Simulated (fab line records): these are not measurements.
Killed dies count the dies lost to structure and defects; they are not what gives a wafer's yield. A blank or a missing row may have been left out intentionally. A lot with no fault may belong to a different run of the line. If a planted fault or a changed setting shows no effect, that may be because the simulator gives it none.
Struck lot and sound lot, side by side || flow sky130 || 31 out of 708 route steps
Sound: wafers L903.3, L903.5, L903.6. Struck: wafer L918.5 (L918.2, L918.3, from the same lot, were not struck and are left out); the cause is given at the end.
At each step with rows: each side's tool, then ch and its chambers, then its first start. Under that, the readings that differ: sound wafers || struck wafers || difference of the means || sigmas: that difference in standard deviations of wafers without a fault.
alike: a reading whose means differ by less than 2 such deviations, as well as words and numbers matching on both sides. not compared: withheld readings; readings where some wafer has no value; bounds like >300 that might hide an equal value; numbers whose values overlap and for which the record gives no deviation.
A row with sigmas, a row that says differs or no value, or rows on one side alone: a step with any of these is where the two part. Non-overlapping numbers with no deviation appear without sigmas and do not part them. A reading missing from all wafers of one side parts the sides only when that side holds two or more wafers.

SKY_LI_CONTACT_OVL_MEAS_13:
  sound: overlay-02 at day 30 06:35; struck: overlay-02 at day 36 03:27
  alike: LI_CONTACT_OVL
SKY_LI_CONTACT_ETCH_14: etches BARC in N2/H2, stops on SiO2, time 45.9 s, target depth 60 nm.
  sound on rie_diel-01 ch 0,2, day 30 06:38; struck on rie_diel-04 ch 2, day 36 03:29
  alike: drypump_motor_current_A, oes_product_au, throttle_valve_pct
  not compared: rf_hours_counter_h
then, 4 steps without rows for these wafers: SKY_LI_CONTACT_ETCH_15 (etches PSG in C4F8/O2/Ar, stops on Si, target depth 600 nm); SKY_LI_CONTACT_STRIP_16 (strips in O2/N2); SKY_LI_CONTACT_CLEAN_17 (cleans in NMP, time 600 s); SKY_LI_CONTACT_PRE_CLEAN_18 (time 5.6 s).
SKY_LI_CONTACT_SPUTTER_19: material Ti, target thk 20 nm, time 106.37 s.
  sound: pvd_sputter-03 at day 30 07:07; struck: pvd_sputter-01 at day 36 03:55
  alike: throttle_valve_pct
then, 1 step without rows for these wafers: SKY_LI_CONTACT_SPUTTER_20 (material TiN, target thk 20 nm, time 80 s).
SKY_LI_CONTACT_CVD_21: deposits W, target thk 400 nm, time 120.56 s.
  sound on cvd_w-01 ch 0,1, day 30 07:17; struck on cvd_w-02 ch 1, day 36 04:05
{"reading": "heater_power_outer_w (W)", "sound": "470 462 471", "struck": 516, "difference": "+48", "sigmas": "+2"}
  alike: heater_power_w
SKY_LI_CONTACT_RS_MEAS_22: uses a four-point probe to measure.
  sound: film_metro-02 at day 30 07:25; struck: film_metro-02 at day 36 04:19
  alike: LI_CONTACT_W_RS
SKY_LI_CONTACT_THK_MEAS_23: measures by xrf.
  sound: film_metro-02 at day 30 07:31; struck: film_metro-02 at day 36 04:26
  alike: LI_CONTACT_W_THK
SKY_LI_CONTACT_CMP_24: polishes, stops on PSG, t overpolish 20 s, target thk 0 nm.
  sound on cmp-01 ch 2,3, day 30 07:33; struck on cmp-01 ch 3, day 36 04:29
{"reading": "motor_current_A (A)", "sound": "14.6 14.5 9.1", "struck": 8.7, "difference": -4.0, "sigmas": -2}
  alike: overpolish_run_s, time_to_endpoint_s
SKY_LOCAL_INTERCONNECT_SPUTTER_00: material TiN, target thk 100 nm, time 83.3 s.
  sound: pvd_sputter-02 at day 30 07:51; struck: pvd_sputter-02 at day 36 04:47
{"reading": "model.TiN_of_LOCAL_INTERCONNECT_SPUTTER_00.thk_nm (nm)", "sound": "99.04 100.3 99.31", "struck": 93.5, "difference": -6.0, "sigmas": ""}
  alike: throttle_valve_pct
SKY_LOCAL_INTERCONNECT_RS_MEAS_01: uses a four-point probe to measure.
  sound: film_metro-03 at day 30 07:58; struck: film_metro-01 at day 36 04:52
{"reading": "LOCAL_INTERCONNECT_TIN_RS (ohm/sq)", "sound": "14.31 14.12 14.24", "struck": 15.20, "difference": "+0.98", "sigmas": "+6"}
SKY_LOCAL_INTERCONNECT_THK_MEAS_02: measures by xrf.
  sound: film_metro-03 at day 30 08:04; struck: film_metro-01 at day 36 04:59
{"reading": "LOCAL_INTERCONNECT_TIN_THK (nm)", "sound": "98.9 99.8 99.0", "struck": 92.6, "difference": -6.6, "sigmas": -6}
then, 8 steps without rows for these wafers: SKY_LOCAL_INTERCONNECT_DEHYDRATE_03 (time 60 s); SKY_LOCAL_INTERCONNECT_HMDS_04 (prime time 60 s); SKY_LOCAL_INTERCONNECT_COAT_05 (resist thk 60 nm); SKY_LOCAL_INTERCONNECT_COAT_06 (resist thk 450 nm); SKY_LOCAL_INTERCONNECT_SOFTBAKE_07 (time 90 s); SKY_LOCAL_INTERCONNECT_EXPOSE_08 (exposes mask LI1M, target cd 170 nm); SKY_LOCAL_INTERCONNECT_PEB_09; SKY_LOCAL_INTERCONNECT_DEVELOP_10 (develop time 60 s).
SKY_LOCAL_INTERCONNECT_CD_MEAS_11: target cd 170 nm.
  sound: cd_sem-02 at day 31 11:58; struck: cd_sem-01 at day 37 07:35
{"reading": "cd_nm (nm)", "sound": "169.4 170.4 170.6", "struck": 173.8, "difference": "+3.7", "sigmas": "+2"}
SKY_LOCAL_INTERCONNECT_OVL_MEAS_12:
  sound: overlay-02 at day 31 12:04; struck: overlay-01 at day 37 07:42
  alike: LOCAL_INTERCONNECT_OVL
SKY_LOCAL_INTERCONNECT_ETCH_13: etches BARC in N2/H2, stops on SiO2, time 45.9 s, target depth 60 nm.
  sound on rie_metal-02 ch 0,1, day 31 12:07; struck on rie_metal-02 ch 1, day 37 07:45
{"reading": "throttle_valve_pct (%)", "sound": "13.240 13.212 13.225", "struck": 13.245, "difference": "+0.019", "sigmas": "+2"}
  alike: drypump_motor_current_A, oes_product_au
  not compared: rf_hours_counter_h
SKY_LOCAL_INTERCONNECT_METAL_ETCH_14: etches TiN in Cl2/BCl3, stops on PSG, target depth 110 nm, time 31.4 s.
  sound on rie_metal-02 ch 0,1, day 31 12:10; struck on rie_metal-02 ch 1, day 37 07:52
{"reading": "oes_product_au (a.u.)", "sound": "0.936 0.937 0.930", "struck": 0.911, "difference": -0.023, "sigmas": -3}
{"reading": "throttle_valve_pct (%)", "sound": "21.904 21.901 21.892", "struck": 21.924, "difference": "+0.025", "sigmas": "+3"}
  alike: drypump_motor_current_A, mfc_cl2_sccm
  not compared: rf_hours_counter_h
then, 1 step without rows for these wafers: SKY_LOCAL_INTERCONNECT_STRIP_15 (strips in O2/N2).
SKY_LOCAL_INTERCONNECT_STRIP_16: strips in post etch residue remover, time 1200 s.
  sound on wet_bench-04 ch 0, day 31 12:18; struck on wet_bench-04 ch 2, day 37 08:04
{"reading": "model.TiN_of_LOCAL_INTERCONNECT_SPUTTER_00.thk_nm (nm)", "sound": "98.61 99.88 98.89", "struck": 93.1, "difference": -6.0, "sigmas": ""}
then, 1 step without rows for these wafers: SKY_LOCAL_INTERCONNECT_CLEAN_17 (cleans in IPA, time 180 s).
-- here the record skips 14 days between the struck wafers' starts before and after, leaving off in module LOCAL_INTERCONNECT and picking up in module PAD_OPEN (first step shown: number 708 of the route) --
SKY_PAD_OPEN_PROBE_99:
  sound: prober-02 at day 46 18:17; struck: prober-01 at day 50 23:22
{"reading": "killed_at_other", "sound": "0 0 0", "struck": 1, "difference": "+1", "sigmas": "+2"}
{"reading": "model.etest.res_li.line_ohm_um", "sound": "76.23 74.97 75.69", "struck": 78.86, "difference": "+3.23", "sigmas": ""}
{"reading": "model.etest.res_li.rs_ohm_sq", "sound": "12.82 12.67 12.81", "struck": 13.65, "difference": "+0.88", "sigmas": ""}
  alike: killed_at_M0_to_M3, killed_at_M4_up, killed_at_contacts, killed_at_front_end, killed_dies, killed_open, killed_short

WHERE THEY PART
At SKY_LI_CONTACT_CVD_21 first; at SKY_PAD_OPEN_PROBE_99 last (within this record only).

WHY: what the simulator had put in
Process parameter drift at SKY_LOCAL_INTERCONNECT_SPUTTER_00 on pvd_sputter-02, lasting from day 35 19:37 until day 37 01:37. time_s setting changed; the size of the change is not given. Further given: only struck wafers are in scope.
